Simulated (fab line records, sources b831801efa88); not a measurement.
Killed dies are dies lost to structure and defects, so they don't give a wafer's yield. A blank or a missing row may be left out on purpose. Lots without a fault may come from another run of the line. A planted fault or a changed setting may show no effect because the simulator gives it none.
Chamber matching | flow sky130 | SKY_METAL3_ETCH_17 on rie_diel-03: 4 sister chambers
The step etches SiO2 in C4F8/O2/Ar, stops on TiN, time 3.9 s, target depth 15 nm. 27 wafers are shown with their chamber, then 12 later ones without.

WAFERS WITH THEIR CHAMBER
wafer  | chamber | oes_product_au (a.u.)
L076.1 | 1       | 0.758
L076.2 | 2       | 0.748
L076.3 | 3       | 0.759
L077.1 | 0       | 0.746
L077.3 | 2       | 0.758
L077.6 | 1       | 0.761
L079.1 | 2       | 0.742
L079.2 | 3       | 0.757
L079.3 | 1       | 0.760
L079.4 | 0       | 0.755
L079.5 | 3       | 0.763
L079.6 | 0       | 0.762
L080.1 | 3       | 0.757
L080.3 | 2       | 0.760
L080.5 | 2       | 0.773
L083.1 | 1       | 0.753
L083.2 | 3       | 0.749
L083.3 | 2       | 0.755
L083.4 | 0       | 0.763
L083.5 | 2       | 0.744
L083.6 | 1       | 0.764
L084.2 | 2       | 0.754
L084.5 | 2       | 0.766
L084.6 | 3       | 0.753
L088.3 | 0       | 0.746
L088.5 | 0       | 0.746
L088.6 | 1       | 0.753

SIGNATURES (means of the wafers above)
reading        | chamber 0 | chamber 1 | chamber 2 | chamber 3 | scatter within a chamber
oes_product_au | 0.75300   | 0.75817   | 0.75556   | 0.75633   | 0.0077
Rule: a wafer's distance from a chamber is the root of the sum, over the readings, of the square of ((its reading less the chamber's mean) divided by the reading's scatter). The wafer belongs to the nearest chamber; if the next one is less than 2 further off, it can't be placed. The scatter: the root of (the sum of the squares of (reading less its chamber's mean) over the shown wafers, divided by (wafers less chambers)).

WAFERS WITHOUT THEIR CHAMBER
wafer  | oes_product_au (a.u.)
L087.1 | 0.747
L087.2 | 0.748
L087.5 | 0.751
L090.1 | 0.746
L090.2 | 0.741
L090.3 | 0.740
L090.4 | 0.750
L090.5 | 0.751
L090.6 | 0.756
L095.1 | 0.753
L095.2 | 0.755
L095.5 | 0.755

WHICH CHAMBER EACH WENT THROUGH
wafer  | from the rows above               | in truth
L087.1 | can't be placed: 0 or 2 or 3 or 1 | 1
L087.2 | can't be placed: 0 or 2 or 3 or 1 | 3
L087.5 | can't be placed: 0 or 2 or 3 or 1 | 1
L090.1 | can't be placed: 0 or 2 or 3 or 1 | 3
L090.2 | can't be placed: 0 or 2 or 3 or 1 | 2
L090.3 | can't be placed: 0 or 2 or 3 or 1 | 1
L090.4 | can't be placed: 0 or 2 or 3 or 1 | 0
L090.5 | can't be placed: 0 or 2 or 3 or 1 | 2
L090.6 | can't be placed: 3 or 2 or 1 or 0 | 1
L095.1 | can't be placed: 0 or 2 or 3 or 1 | 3
L095.2 | can't be placed: 2 or 3 or 0 or 1 | 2
L095.5 | can't be placed: 2 or 3 or 0 or 1 | 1
Placed correctly: 0 of 12. Can't be placed from these rows: 12 (the true chamber is among the candidates in 12). Placed wrongly: 0.
